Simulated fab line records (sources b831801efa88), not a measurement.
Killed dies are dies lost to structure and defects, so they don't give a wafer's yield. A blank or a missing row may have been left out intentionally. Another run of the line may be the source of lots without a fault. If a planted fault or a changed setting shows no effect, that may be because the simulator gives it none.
A single fault, viewed from 2 desks	flow sky130	only its own numbers are on each desk; what lay behind them is given at the end

METROLOGY DESK
What the gauges read, lot by lot, whatever tool the lot ran on: means of the sampled wafers that have a number. The brackets show how far a lot's mean lies from the usual mean; more than 4 standard deviations puts the lot out of limits, marked OUT.
Columns: A = FIELD_ISO_OXIDATION_01_THK at SKY_FIELD_ISO_THK_MEAS_23, usual 9.89 nm; B = FIELD_ISO_CVD_24_THK at SKY_FIELD_ISO_THK_MEAS_25, usual 593 nm; C = VT_ADJUST_NCORE_TW at SKY_VT_ADJUST_NCORE_TW_MEAS_11, usual 218.6; D = cdNm at SKY_VT_ADJUST_HVTR_CD_MEAS_07, usual 380.2 nm
lot	first seen here	A	B	C	D
L574	day 2 16:07	10.07	597	219.2	382.5
L576	day 3 00:23	9.81	599	219.1	377.0
L577	day 3 04:49	10.15	592	219.8	381.0
L578	day 3 08:59	9.91	591	218.3	378.1
L579	day 3 17:11	9.78	579	218.9	378.9
L580	day 3 21:11	9.77	594	220.4	379.9
L581	day 4 01:22	9.54	594	218.6	382.1
L582	day 4 05:35	9.58	597	217.6	384.1
L583	day 4 12:35	10.11	592	230.9 (+10) OUT	380.7
L584	day 4 20:50	9.87	589	232.8 (+12) OUT	385.4
L590	day 5 22:54	9.67	588	217.9	379.7
L594	day 6 20:10	9.78	592	217.4	377.8
L596	day 7 07:19	9.95	592	217.8	378.6
Finding of this desk: L583, L584 out of limits, first seen on L583 at day 11 11:23 (VT_ADJUST_NCORE_TW at SKY_VT_ADJUST_NCORE_TW_MEAS_11). L574, L576, L577, L578, L579, L580, L581, L582, L590, L594, L596: within limits.

AT THE TOOL OWNER'S DESK: implanter-03
For each lot that ran on this tool, the mean over its sampled wafers that have a number, from the tool's own readings at SKY_VT_ADJUST_NCORE_IMPLANT_09. The brackets show how far a lot's mean lies from the usual mean; more than 4 standard deviations puts the lot out of limits, marked OUT.
Columns: A = beamOnS at SKY_VT_ADJUST_NCORE_IMPLANT_09, usual 10.01 s; B = endStationPressureTorr at SKY_VT_ADJUST_NCORE_IMPLANT_09, usual 5.01e-06 Torr; C = faradayCurrentUA at SKY_VT_ADJUST_NCORE_IMPLANT_09, usual 13.53
lot	first seen here	A	B	C
L577	day 9 15:32	9.94	5.09e-06	13.62
L581	day 10 22:50	10.01	4.82e-06	13.56
L582	day 11 06:31	10.09	4.93e-06	13.42
L583	day 11 11:08	11.95 (+9.7) OUT	9.39e-05 (+99 or more) OUT	11.41 (-7.6) OUT
L584	day 11 20:47	12.21 (+11) OUT	9.39e-05 (+99 or more) OUT	11.22 (-8.2) OUT
L596	day 15 08:01	10.28	4.95e-06	13.20
This desk's verdict: out of limits on L583, L584, starting with L583 at day 11 11:08 (beamOnS at SKY_VT_ADJUST_NCORE_IMPLANT_09). L577, L581, L582, L596: within limits.

PUT TOGETHER
On L583, L584, at day 11 11:08, an alarm was possible from the tool owner's desk.
L583, L584 would have let the metrology desk raise an alarm at day 11 11:23.
On implanter-03, each named lot ran SKY_VT_ADJUST_NCORE_IMPLANT_09.

WHAT THE SIMULATOR PUT IN
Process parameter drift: implanter-03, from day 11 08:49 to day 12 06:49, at SKY_VT_ADJUST_NCORE_IMPLANT_09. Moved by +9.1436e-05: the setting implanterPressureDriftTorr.
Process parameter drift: implanter-03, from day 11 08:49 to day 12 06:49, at SKY_VT_ADJUST_NCORE_IMPLANT_09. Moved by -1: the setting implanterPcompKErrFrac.
Struck lots among those shown: L583, L584.
Counting hours from when the fault started, the first reading out of limits came at 2 for the tool owner's desk and at 3 for the metrology desk.
